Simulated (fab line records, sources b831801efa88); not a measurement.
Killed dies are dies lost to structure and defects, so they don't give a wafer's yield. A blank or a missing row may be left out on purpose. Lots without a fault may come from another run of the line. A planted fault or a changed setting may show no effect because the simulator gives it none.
Problem report in the 8D (eight disciplines) form, filled by code | flow gf180mcu | the parts of the form that need people (team, actions taken, sign-off) are left out

1. THE PROBLEM
HV_LDD_4_TW at GF_HV_LDD_TW_MEAS_50 reads a mean of 508 on 6 wafers of 2 lots; wafers without a fault read 567 with a standard deviation of 3.4. That is -17 standard deviations from the usual mean.
First seen on wafer L789.1, day 18 04:52, on film_metro-03. The record holds 36 wafers of 12 lots with a number at this step. Rule for "out", or "out of limits": more than 4 standard deviations from the usual mean. The other wafers with a number count as sound.

2. WHAT IT IS AND WHAT IT IS NOT
question                    | is                           | is not
which readings at this step | HV_LDD_4_TW                  | -
which lots                  | L789, L790                   | L772, L773, L775, L777, L778, L779, L787, L791, L794, L795
which wafers of those lots  | all that have a number       | -
read on which gauges        | film_metro-03, film_metro-04 | film_metro-02
when                        | from day 18 04:52            | up to then (21 sound wafers); but 9 sound wafers of L791, L794, L795 came after

3. SUSPECTS, AND WHAT RULES EACH OUT
Counting: a tool at a process step up to the reading stays a suspect if it ran every lot that is out and no sound lot after the first of them.
- the gauge at GF_HV_LDD_TW_MEAS_50: ruled out. The wafers that are out were read on 2 gauges (film_metro-03, film_metro-04).
- implanter-01 at GF_HV_LDD_IMPLANT_48: kept. It ran every lot that is out, first L789 (day 18 04:37), and no sound lot after that; its last sound lot up to then is L787 (day 17 11:11). Its own readings are out on those wafers: tilt_deg.
Left after counting: implanter-01 at GF_HV_LDD_IMPLANT_48.

4. THE CAUSE (what the simulator had put in)
Process parameter drift: implanter-01, from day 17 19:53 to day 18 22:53, at GF_HV_LDD_IMPLANT_48. Setting tilt_deg, moved by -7, from 7. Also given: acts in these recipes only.
Counting left only this tool.

5. THE CHAIN OF EFFECTS, in route order
Each row: a reading whose mean over the struck wafers that have a number lies more than 3 standard deviations from the usual. Only readings for which the record gives a usual standard deviation are gone through. hours: the time from each lot's start at the first step in this table that gives one to its start at this step, as a median over the lots. sigmas: the change in usual standard deviations.
hours | step                 | reading     | usual         | on struck wafers | change | sigmas
0     | GF_HV_LDD_IMPLANT_48 | tilt_deg    | 6.991 degrees | -0.016           | -7.007 | -99 or more
0     | GF_HV_LDD_TW_MEAS_50 | HV_LDD_4_TW | 567           | 508              | -59    | -17
The process steps in it:
- GF_HV_LDD_IMPLANT_48
Later measuring or inspecting steps at which every struck wafer that the step has a row for has a number for every such reading, and none has moved that far: GF_HV_LDD_THK_MEAS_55.

6. WHAT WOULD HAVE CAUGHT IT SOONER
In this record the first reading out of limits at a measuring or inspecting step was taken at day 18 04:52, 9 hours after the fault began at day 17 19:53.
The tool's own readings at GF_HV_LDD_IMPLANT_48 were out on every struck wafer that the step has a row for (tilt_deg): an alarm limit on them would have fired on the first of those.
Of the lots that are out (2), L790 began GF_HV_LDD_IMPLANT_48 on implanter-01 after day 18 04:52. A hold on the tool at that time would have spared it.
